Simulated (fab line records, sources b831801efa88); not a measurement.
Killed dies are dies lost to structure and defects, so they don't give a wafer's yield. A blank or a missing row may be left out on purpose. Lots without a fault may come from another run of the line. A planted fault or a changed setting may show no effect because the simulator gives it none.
Problem report in the 8D (eight disciplines) form, filled by code | flow sky130 | the parts of the form that need people (team, actions taken, sign-off) are left out

1. THE PROBLEM
NWELL_01_OVL at SKY_NWELL_OVL_MEAS_23 reads a mean of -93.4 nm on 12 wafers of 4 lots; wafers without a fault read 0.8 nm with a standard deviation of 1.4. That is -67 standard deviations from the usual mean.
First seen on wafer L617.1, day 6 15:49, on overlay-02. The record holds 39 wafers of 13 lots with a number at this step. Rule for "out", or "out of limits": more than 4 standard deviations from the usual mean. The other wafers with a number count as sound.

2. WHAT IT IS AND WHAT IT IS NOT
question                    | is                     | is not
which readings at this step | NWELL_01_OVL           | -
which lots                  | L617, L620, L622, L623 | L612, L613, L614, L615, L628, L629, L630, L632, L634
which wafers of those lots  | all that have a number | -
read on which gauges        | overlay-01, overlay-02 | -
when                        | from day 6 15:49       | up to then (12 sound wafers); but 15 sound wafers of L628, L629, L630, L632, L634 came after

3. SUSPECTS, AND WHAT RULES EACH OUT
Counting: a tool at a process step up to the reading stays a suspect if it ran every lot that is out and no sound lot after the first of them.
- the gauge at SKY_NWELL_OVL_MEAS_23: ruled out. The wafers that are out were read on 2 gauges (overlay-01, overlay-02).
- iline_stepper-01 at SKY_NWELL_EXPOSE_20 (exposes mask NWM COMPLEMENT, target cd 840 nm): kept. It ran every lot that is out, first L617 (day 6 06:43), and no sound lot after that; its last sound lot up to then is L613 (day 5 08:43).
Left after counting: iline_stepper-01 at SKY_NWELL_EXPOSE_20.

4. THE CAUSE (what the simulator had put in)
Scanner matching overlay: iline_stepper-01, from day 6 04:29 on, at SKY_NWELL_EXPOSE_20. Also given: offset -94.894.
Counting left only this tool.

5. THE CHAIN OF EFFECTS, in route order
Each row: a reading whose mean over the struck wafers that have a number lies more than 3 standard deviations from the usual. Only readings for which the record gives a usual standard deviation are gone through. hours: the time from each lot's start at the first step in this table that gives one to its start at this step, as a median over the lots. sigmas: the change in usual standard deviations.
hours | step                  | reading      | usual  | on struck wafers | change | sigmas
0     | SKY_NWELL_OVL_MEAS_23 | NWELL_01_OVL | 0.8 nm | -93.4            | -94.2  | -67
Later measuring or inspecting steps at which every struck wafer that the step has a row for has a number for every such reading, and none has moved that far: SKY_NWELL_RS_MEAS_31, SKY_VT_ADJUST_HVTR_CD_MEAS_07.

6. WHAT WOULD HAVE CAUGHT IT SOONER
In this record the first reading out of limits at a measuring or inspecting step was taken at day 6 15:49, 11 hours after the fault began at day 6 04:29.
Of the tool readings at SKY_NWELL_EXPOSE_20 for which the record gives a usual standard deviation, none was out on any struck wafer, so an alarm limit of 4 standard deviations on them would not have fired.
Of the lots that are out (4), L620, L622, L623 began SKY_NWELL_EXPOSE_20 on iline_stepper-01 after day 6 15:49. A hold on the tool at that time would have spared those 3.
